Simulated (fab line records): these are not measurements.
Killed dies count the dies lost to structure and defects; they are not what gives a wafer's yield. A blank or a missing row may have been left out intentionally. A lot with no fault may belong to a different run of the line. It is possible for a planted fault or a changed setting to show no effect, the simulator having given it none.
Matching of chambers :: flow gf180mcu :: GF_V3_CVD_02 on pecvd-01: 3 sister chambers
The step deposits SiO2 from TEOS, target thk 850 nm, time 94.851 s. 16 wafers are shown with their chamber, then 8 later ones without.

WAFERS WITH THEIR CHAMBER
wafer: L075.1
chamber: 0
heater-power-w (W): 716

wafer: L075.2
chamber: 2
heater-power-w (W): 699

wafer: L075.5
chamber: 0
heater-power-w (W): 754

wafer: L076.1
chamber: 2
heater-power-w (W): 580

wafer: L076.2
chamber: 0
heater-power-w (W): 758

wafer: L076.3
chamber: 1
heater-power-w (W): 652

wafer: L076.4
chamber: 0
heater-power-w (W): 614

wafer: L076.5
chamber: 2
heater-power-w (W): 635

wafer: L076.6
chamber: 1
heater-power-w (W): 711

wafer: L078.1
chamber: 0
heater-power-w (W): 700

wafer: L078.2
chamber: 1
heater-power-w (W): 718

wafer: L078.5
chamber: 1
heater-power-w (W): 759

wafer: L079.2
chamber: 0
heater-power-w (W): 627

wafer: L079.5
chamber: 2
heater-power-w (W): 677

wafer: L079.6
chamber: 0
heater-power-w (W): 669

wafer: L082.3
chamber: 1
heater-power-w (W): 737

SIGNATURES, as means of the wafers listed above
reading: heater-power-w
chamber 0: 691.14
chamber 1: 715.40
chamber 2: 647.75
scatter within a chamber: 51.4
Rule: distance of a wafer from a chamber = root of the sum over the readings of ((wafer's reading minus chamber's mean) / reading's scatter) squared. If the next closest chamber is less than 2 further off than the closest, the wafer can't be placed; otherwise it belongs to the closest. The scatter: take each reading less its chamber's mean, square it, sum over the shown wafers, divide by the number of wafers less the number of chambers, and take the root.

WAFERS WITHOUT THEIR CHAMBER
wafer: L082.4
heater-power-w (W): 664

wafer: L082.5
heater-power-w (W): 779

wafer: L086.1
heater-power-w (W): 730

wafer: L086.3
heater-power-w (W): 639

wafer: L086.4
heater-power-w (W): 768

wafer: L096.3
heater-power-w (W): 705

wafer: L096.4
heater-power-w (W): 787

wafer: L096.5
heater-power-w (W): 757

WHICH CHAMBER EACH WENT THROUGH
wafer: L082.4
from the rows above: can't be placed: 2 or 0 or 1
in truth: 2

wafer: L082.5
from the rows above: can't be placed: 1 or 0 or 2
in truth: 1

wafer: L086.1
from the rows above: can't be placed: 1 or 0 or 2
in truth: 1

wafer: L086.3
from the rows above: can't be placed: 2 or 0 or 1
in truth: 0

wafer: L086.4
from the rows above: can't be placed: 1 or 0 or 2
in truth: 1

wafer: L096.3
from the rows above: can't be placed: 1 or 0 or 2
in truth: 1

wafer: L096.4
from the rows above: can't be placed: 1 or 0 or 2
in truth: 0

wafer: L096.5
from the rows above: can't be placed: 1 or 0 or 2
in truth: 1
Correctly placed: 0 of 8. From these rows, 8 cannot be placed; in 8 the true chamber is one of the candidates. Wrongly placed: 0.
